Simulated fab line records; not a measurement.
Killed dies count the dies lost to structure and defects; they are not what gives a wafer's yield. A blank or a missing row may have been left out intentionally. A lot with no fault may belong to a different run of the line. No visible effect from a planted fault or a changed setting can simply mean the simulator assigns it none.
fab line records	flow sky130
[record] lots = 5	wafers = 15	last-day = 50
route steps=708 shown POLY_CUT@312 SD_P@320 PAD_OPEN@708
lots that met no fault: from a run of the same line without faults
start-h: hours from the record's opening day to when the first of the lot's shown wafers began	wait-h: hours since the lot's step before	" identical to the entry in the row above	L1.1+2: a single row standing in for several wafers	- value missing, or start not given	* or withheld: withheld	< > ~ a bound
route shown NAME@n: names a module that has steps shown in the file, with the first one's number in the route	usual: the fault-free wafers' mean and standard deviation	same: alike in all rows	chamber/n: place in a boat	sites: readings site by site	_std_site: standard deviation across them	_edge_site: outer sites' mean less inner sites'	radius-mm: how far each site lies from the wafer's centre	mask NAME#n: copy n	behind: the last tool/chamber to shape the wafer	hold: why the lot went on hold/how many hours it stayed there/how the hold came to an end	device: names the non-switching transistor (n, p or np)	end of line: the tests these same wafers got at the end of their route	where a step has no rows: the recipe by itself	killed: dies lost to structure and defects at the first sort, not the wafer's yield	map: dies across one wafer; x = killed, . = not, _ = none there
set.NAME: the setting the step ran with; set.NAME@STEP: the setting that earlier step ran with	model.NAME: the simulator's own value behind a step, which no gauge read
lots at selected steps of the route; one table per step, one row per wafer
services: the hour from which a tool's chamber was out of use, counted from the record's first day as start-h (under 0 if before that day), plus the number of hours and why
[[steps]]
[step SKY_POLY_CUT_EXPOSE_05]
[recipe] mask-id = NPCM	na = 0.8	source-shape = annular	sigma-inner = 0.55	sigma-outer = 0.85	target-cd-nm = 270	dose-mj = 32
[step SKY_POLY_CUT_PEB_06]
[recipe] peb-temp-c = withheld	peb-time-s = withheld	resist = KrF-thick
[step SKY_POLY_CUT_DEVELOP_07]
[recipe] develop-time-s = 60	resist = KrF-thick	dev-temp-c = 21
[step SKY_POLY_CUT_CD_MEAS_08]
[recipe] target-cd-nm = 270
[usual] cd-nm = 269.9/1.6
lot.wafer	tool	chamber	start-h	wait-h	cd-nm
L113.2	cd-sem-01	-	616.90	-	269.7
L113.4	"	-	"	"	270.6
L113.6	"	-	"	"	269.7
L122.1	cd-sem-01	-	698.98	-	269.5
L122.3	"	-	"	"	269.2
L122.5	"	-	"	"	270.2
L124.1	cd-sem-01	-	732.08	-	269.6
L124.4	"	-	"	"	270.6
L124.5	"	-	"	"	269.6
L125.3	cd-sem-02	-	733.26	-	268.5
L125.4	"	-	"	"	268.0
L125.5	"	-	"	"	267.3
L129.1	cd-sem-01	-	762.10	-	271.3
L129.2	"	-	"	"	271.2
L129.3	"	-	"	"	272.0
[step SKY_POLY_CUT_OVL_MEAS_09]
[usual] POLY_CUT_OVL = -4/5.2
lot.wafer	tool	chamber	start-h	wait-h	POLY_CUT_OVL[nm]
L113.2	overlay-01	-	617.01	0.1	-5
L113.4	"	-	"	"	-7
L113.6	"	-	"	"	-9
L122.1	overlay-01	-	699.10	0.1	3
L122.3	"	-	"	"	8
L122.5	"	-	"	"	-1
L124.1	overlay-01	-	732.20	0.1	0
L124.4	"	-	"	"	-12
L124.5	"	-	"	"	-4
L125.3	overlay-01	-	733.35	0.1	-1
L125.4	"	-	"	"	-2
L125.5	"	-	"	"	0
L129.1	overlay-01	-	762.22	0.1	-5
L129.2	"	-	"	"	-13
L129.3	"	-	"	"	-1
[step SKY_POLY_CUT_ETCH_10]
[recipe] chemistry = N2/H2	target = BARC	ion-energy-ev = 200	source-w = 500	bias-w = 100	pressure-mtorr = 30	n2-flow-sccm = 100	h2-flow-sccm = 200	stop-on = SiO2	time-s = 45.9	target-depth-a = 600
[usual] drypump-motor-current-A = 5.7/0.36	h2-flow-sccm = 199.9/0.56	oes-product-au = 0.855/0.0049	throttle-valve-pct = 13.225/0.009
lot.wafer	tool	chamber	start-h	wait-h	drypump-motor-current-A	h2-flow-sccm	oes-product-au	rf-hours-counter-h	throttle-valve-pct
L113.2	rie-diel-04	3	617.04	0.0	5.4	200.1	0.850	12	13.226
L113.4	"	0	"	"	6.2	199.5	0.852	-	13.218
L113.6	"	1	"	"	5.5	200.0	0.855	-	13.216
L122.1	rie-diel-02	0	699.14	0.0	6.0	199.0	0.862	19	13.204
L122.3	"	3	"	"	6.2	200.3	0.867	16	13.219
L122.5	"	0	"	"	6.0	199.2	0.857	-	13.228
L124.1	rie-diel-04	1	732.24	0.0	5.5	199.7	0.848	4	13.215
L124.4	"	0	"	"	6.2	200.1	0.857	15	13.226
L124.5	"	0	"	"	6.2	199.4	0.861	-	13.236
L125.3	rie-diel-04	0	733.37	0.0	6.2	200.1	0.850	15	13.221
L125.4	"	3	"	"	5.4	198.6	0.852	15	13.235
L125.5	"	3	"	"	5.4	199.6	0.860	-	13.212
L129.1	rie-diel-04	0	762.26	0.0	6.2	200.4	0.853	16	13.224
L129.2	"	3	"	"	5.4	200.9	0.865	15	13.229
L129.3	"	2	"	"	5.5	199.3	0.853	3	13.229
[step SKY_POLY_CUT_ETCH_11]
[recipe] target = Si3N4	chemistry = CF4/CH2F2/Ar	stop-on = poly-Si	source-w = 600	bias-w = 150	pressure-mtorr = 40	cf4-flow-sccm = 40	ch2f2-flow-sccm = 20	Ar_flow_sccm = 150	time-s = 42.5	target-depth-a = 600
[usual] drypump-motor-current-A = 5.7/0.36	oes-product-au = 0.828/0.0064	throttle-valve-pct = 14.993/0.0087
lot.wafer	tool	chamber	start-h	wait-h	drypump-motor-current-A	oes-product-au	rf-hours-counter-h	throttle-valve-pct
L113.2	rie-diel-04	3	617.08	0.0	5.4	0.832	13	14.989
L113.4	"	0	"	"	6.2	0.834	-	14.988
L113.6	"	1	"	"	5.5	0.832	-	14.988
L122.1	rie-diel-02	0	699.18	0.0	6.0	0.829	19	14.999
L122.3	"	3	"	"	6.2	0.832	16	14.995
L122.5	"	0	"	"	6.0	0.834	-	15.000
L124.1	rie-diel-04	1	732.28	0.0	5.4	0.820	4	14.993
L124.4	"	0	"	"	6.2	0.825	15	14.994
L124.5	"	0	"	"	6.2	0.826	-	14.989
L125.3	rie-diel-04	0	733.41	0.0	6.2	0.826	15	14.988
L125.4	"	3	"	"	5.4	0.835	15	14.989
L125.5	"	3	"	"	5.4	0.824	-	15.003
L129.1	rie-diel-04	0	762.30	0.0	6.2	0.829	16	15.009
L129.2	"	3	"	"	5.5	0.821	15	14.983
L129.3	"	2	"	"	5.5	0.831	3	14.989
[step SKY_POLY_CUT_STRIP_12]
[recipe] chemistry = O2/N2	power-w = 1400	pressure-mtorr = 1500	platen-temp-c = withheld	o2-flow-sccm = 3000	n2-flow-sccm = 300	overash-fraction = 0.5
[usual] drypump-motor-current-A = 5.63/0.28	oes-product-au = 0.453/0.0042	strip-time-to-endpoint-s = 5.367/0.016
lot.wafer	tool	chamber	start-h	wait-h	drypump-motor-current-A	oes-product-au	rf-hours-counter-h	strip-time-to-endpoint-s
L113.2	plasma-asher-03	0	617.22	0.1	5.33	0.452	21	5.379
L113.4	"	1	"	"	5.77	0.449	-	5.368
L113.6	"	1	"	"	5.74	0.456	-	5.365
L122.1	plasma-asher-02	0	699.22	0.0	5.22	0.455	54	5.371
L122.3	"	1	"	"	5.61	0.460	-	5.366
L122.5	"	0	"	"	5.23	0.457	-	5.352
L124.1	plasma-asher-04	1	732.32	0.0	6.14	0.459	93	5.330
L124.4	"	0	"	"	5.81	0.454	-	5.348
L124.5	"	1	"	"	6.11	0.458	-	5.352
L125.3	plasma-asher-02	1	733.49	0.1	5.60	0.443	-	5.366
L125.4	"	0	"	"	5.28	0.449	-	5.359
L125.5	"	0	"	"	5.31	0.448	-	5.362
L129.1	plasma-asher-04	1	762.34	0.0	6.08	0.451	96	5.333
L129.2	"	0	"	"	5.67	0.451	96	5.320
L129.3	"	1	"	"	6.10	0.459	-	5.350
[step SKY_SD_P_DEHYDRATE_00]
[recipe] temp-c = 200	time-s = 60
[step SKY_SD_P_HMDS_01]
[recipe] prime-time-s = 60	prime-temp-c = 120
[step SKY_SD_P_COAT_02]
[recipe] resist = NOVOLAK	spin-rpm = 3000	resist-thk-nm = 1140
[step SKY_SD_P_SOFTBAKE_03]
[recipe] temp-c = 90.94	time-s = 60	resist = NOVOLAK
[step SKY_SD_P_EXPOSE_04]
[recipe] mask-id = PSDM	na = 0.6	source-shape = conventional	sigma-outer = 0.6	polarization = unpolarized	target-cd-nm = 380	dose-mj = 138
[usual] exposure-dose-mJ-cm2 = 137.81/0.16	focus-offset-nm = -0.1/0.55
lot.wafer	tool	chamber	start-h	wait-h	mask	exposure-dose-mJ-cm2	focus-offset-nm
L113.2	iline-stepper-01	0	633.06	-	PSDM_R1#0	137.77	-0.3
L113.4	"	0	"	"	PSDM_R1#0	137.81	0.4
L113.6	"	0	"	"	PSDM_R1#0	137.92	-0.3
L122.1	iline-stepper-02	0	711.58	-	PSDM#0	137.84	0.1
L122.3	"	0	"	"	PSDM#0	137.69	-0.2
L122.5	"	0	"	"	PSDM#0	138.07	0.2
L124.1	iline-stepper-01	0	745.13	-	PSDM#0	138.03	-0.1
L124.4	"	0	"	"	PSDM#0	137.80	-1.1
L124.5	"	0	"	"	PSDM#0	137.82	-0.6
L125.3	iline-stepper-02	0	747.53	-	PSDM#0	137.77	-0.6
L125.4	"	0	"	"	PSDM#0	137.81	-0.1
L125.5	"	0	"	"	PSDM#0	137.77	0.2
L129.1	iline-stepper-02	0	776.44	-	PSDM#0	137.87	-0.4
L129.2	"	0	"	"	PSDM#0	137.78	-0.4
L129.3	"	0	"	"	PSDM#0	137.76	0.7
[step SKY_SD_P_PEB_05]
[recipe] temp-c = withheld	time-s = *	resist = NOVOLAK
[step SKY_SD_P_DEVELOP_06]
[recipe] resist = NOVOLAK	developer = TMAH	develop-time-s = 60	dev-temp-c = 23
[step SKY_SD_P_CD_MEAS_07]
[recipe] target-cd-nm = 380
[usual] cd-nm = 380.4/2.7
lot.wafer	tool	chamber	start-h	wait-h	hold	cd-nm
L113.2	cd-sem-02	-	645.60	0.1	await-dispo/0.2h/release	404.9
L113.4	"	-	"	"	await-dispo/0.2h/release	405.4
L113.6	"	-	"	"	await-dispo/0.2h/release	405.3
L113.2	cd-sem-02	-	645.89	0.3	-	405.1
L113.4	"	-	"	"	-	404.9
L113.6	"	-	"	"	-	405.3
L122.1	cd-sem-01	-	726.43	0.1	-	376.2
L122.3	"	-	"	"	-	377.9
L122.5	"	-	"	"	-	376.1
L124.1	cd-sem-02	-	759.68	0.1	-	376.5
L124.4	"	-	"	"	-	378.4
L124.5	"	-	"	"	-	377.3
L125.3	cd-sem-02	-	760.96	0.1	-	378.1
L125.4	"	-	"	"	-	378.1
L125.5	"	-	"	"	-	378.7
L129.1	cd-sem-01	-	789.63	0.1	-	379.5
L129.2	"	-	"	"	-	379.9
L129.3	"	-	"	"	-	377.0
[step SKY_SD_P_OVL_MEAS_08]
[usual] SD_P_OVL = -0.3/1.3
lot.wafer	tool	chamber	start-h	wait-h	hold	SD_P_OVL[nm]
L113.2	overlay-01	-	646.74	0.8	await-dispo/0.7h/release	-0.9
L113.4	"	-	"	"	await-dispo/0.7h/release	0.1
L113.6	"	-	"	"	await-dispo/0.7h/release	0.7
L122.1	overlay-02	-	726.55	0.1	-	-0.7
L122.3	"	-	"	"	-	-2.1
L122.5	"	-	"	"	-	0.7
L124.1	overlay-01	-	759.80	0.1	-	0.1
L124.4	"	-	"	"	-	1.2
L124.5	"	-	"	"	-	-0.5
L125.3	overlay-01	-	761.05	0.1	-	-0.4
L125.4	"	-	"	"	-	-1.2
L125.5	"	-	"	"	-	-3.1
L129.1	overlay-02	-	789.75	0.1	-	-0.1
L129.2	"	-	"	"	-	-0.4
L129.3	"	-	"	"	-	0.9
[step SKY_PAD_OPEN_PROBE_99]
[usual] killed_at_M0_to_M3 = 43/6.9	killed_at_M4_up = 3.1/1.9	killed-at-contacts = 24/5.4	killed-at-front-end = 14/4.3	killed-at-other = 0.3/0.53	killed-dies = 84/9.5	killed-open = 46/6.8	killed-short = 38/6
[same] gross-dies = 492	killed-at-back-side = 0
lot.wafer	tool	chamber	start-h	wait-h	killed_at_M0_to_M3	killed_at_M4_up	killed-at-contacts	killed-at-front-end	killed-at-other	killed-dies	killed-open	killed-short
L122.1	prober-02	-	1168.81	0.1	33	5	25	14	0	77	36	41
L122.3	prober-02	-	1168.91	0.2	40	3	23	12	0	78	50	28
L122.5	prober-02	-	1169.01	0.2	42	1	26	6	0	75	50	25
L124.1	prober-02	-	1193.74	0.1	44	2	19	8	0	73	40	32
L124.4	prober-02	-	1193.89	0.2	37	5	19	11	0	72	39	32
L124.5	prober-02	-	1193.94	0.2	40	2	16	20	0	78	39	38
L129.1	prober-02	-	1211.25	0.1	44	3	19	12	1	79	41	37
L129.2	prober-02	-	1211.30	0.1	53	5	15	13	0	86	46	40
L129.3	prober-02	-	1211.35	0.2	40	2	26	9	0	77	45	32
// killed by level:class
L122.1 CONTACT:geometric-particle:open=9 LI_CONTACT:geometric-particle:open=7 POLY_GATE:geometric-particle:short=6 VIA1:geometric-particle:open=6 VIA2:geometric-particle:short=6 METAL1:geometric-particle:short=5 VIA2:geometric-particle:open=5 LOCAL_INTERCONNECT:geometric-particle:short=4
L122.3 VIA1:geometric-particle:open=14 CONTACT:geometric-particle:open=10 FIELD_ISO:geometric-particle:open=7 VIA2:geometric-particle:open=6 LI_CONTACT:geometric-particle:short=5 LI_CONTACT:geometric-particle:open=4 VIA3:geometric-particle:open=4 FIELD_ISO:geometric-particle:short=3
L122.5 VIA1:geometric-particle:open=16 LI_CONTACT:geometric-particle:open=8 CONTACT:geometric-particle:open=8 VIA3:geometric-particle:open=6 VIA2:geometric-particle:open=6 CONTACT:geometric-particle:short=4 LI_CONTACT:geometric-particle:short=3 METAL1:geometric-particle:short=3
L124.1 VIA1:geometric-particle:open=9 CONTACT:geometric-particle:open=7 VIA2:geometric-particle:open=6 METAL3:geometric-particle:short=5 LI_CONTACT:geometric-particle:open=5 METAL1:geometric-particle:short=4 VIA2:geometric-particle:short=4 CONTACT:geometric-particle:short=3
L124.4 CONTACT:geometric-particle:open=6 VIA1:geometric-particle:open=6 VIA3:geometric-particle:open=6 METAL2:geometric-particle:short=5 LI_CONTACT:geometric-particle:open=5 POLY_GATE:geometric-particle:open=4 METAL1:geometric-particle:short=4 VIA1:geometric-particle:short=4
L124.5 VIA1:geometric-particle:open=8 CONTACT:geometric-particle:open=6 METAL1:geometric-particle:short=6 VIA3:geometric-particle:short=6 FIELD_ISO:geometric-particle:open=5 FIELD_ISO:geometric-particle:short=4 LI_CONTACT:geometric-particle:open=4 VIA2:geometric-particle:short=4
L129.1 VIA1:geometric-particle:open=11 VIA3:geometric-particle:open=9 CONTACT:geometric-particle:open=6 VIA2:geometric-particle:open=6 CONTACT:geometric-particle:short=5 FIELD_ISO:geometric-particle:short=4 POLY_GATE:geometric-particle:short=4 VIA3:geometric-particle:short=4
L129.2 VIA3:geometric-particle:open=13 VIA2:geometric-particle:open=9 VIA1:geometric-particle:open=8 METAL1:geometric-particle:short=6 METAL2:geometric-particle:short=5 CONTACT:geometric-particle:open=5 VIA3:geometric-particle:short=5 METAL4:geometric-particle:short=5
L129.3 LI_CONTACT:geometric-particle:open=9 VIA2:geometric-particle:open=8 VIA1:geometric-particle:open=8 CONTACT:geometric-particle:open=6 METAL2:geometric-particle:short=6 VIA3:geometric-particle:open=5 CONTACT:geometric-particle:short=5 METAL1:geometric-particle:short=4
[[services]]
tool	chamber	start-h	hours	kind
iline-stepper-01	0	597.41	-	calibration
rie-diel-02	-	604.79	0.7	repair
rie-diel-04	2	609.31	-	clean
rie-diel-04	2	609.31	13.4	scheduled-down
rie-diel-04	2	609.31	13.4	vent-cycle
plasma-asher-04	-	616.74	0.7	repair
iline-stepper-02	-	629.53	1.7	pm
rie-diel-04	1	631.02	8.9	repair
rie-diel-02	2	633.54	2.4	repair
iline-stepper-02	-	646.66	1.0	repair
iline-stepper-02	-	647.17	6.1	repair
iline-stepper-02	0	678.18	-	calibration
rie-diel-02	-	678.25	14.6	pm
rie-diel-02	2	696.46	4.6	repair
iline-stepper-01	-	697.04	1.7	pm
rie-diel-02	1	700.66	4.5	repair
rie-diel-02	-	702.75	14.8	repair
plasma-asher-04	-	753.21	0.8	repair
[[key]]
[first-sign] step = SKY_SD_P_EXPOSE_04	reading = mask	direction = changed
[effect] step = SKY_SD_P_CD_MEAS_07	reading = visit	direction = added
[effect] step = SKY_SD_P_CD_MEAS_07	reading = cd-nm	direction = up	sigmas = 9	usual = 380.4	struck = 405.2
met-at SKY_SD_P_EXPOSE_04
struck-wafers L113.2,L113.4,L113.6
tester-left-out L113
[fault] kind = wrong-mask	tool = any	chamber = -	onset-h = 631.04	steps = SKY_SD_P_EXPOSE_04	aux-copy = PSDM_R1#0	cd-offset-nm = 27	scope = struck-lots-only
// tester-left-out: of these lots the tester's yield and bins aren't shown, on N5 and GAA mostly nor the transistor test; their killed dies are dies lost to structure and defects alone, not to doping, threshold or leakage, so they don't give the yield
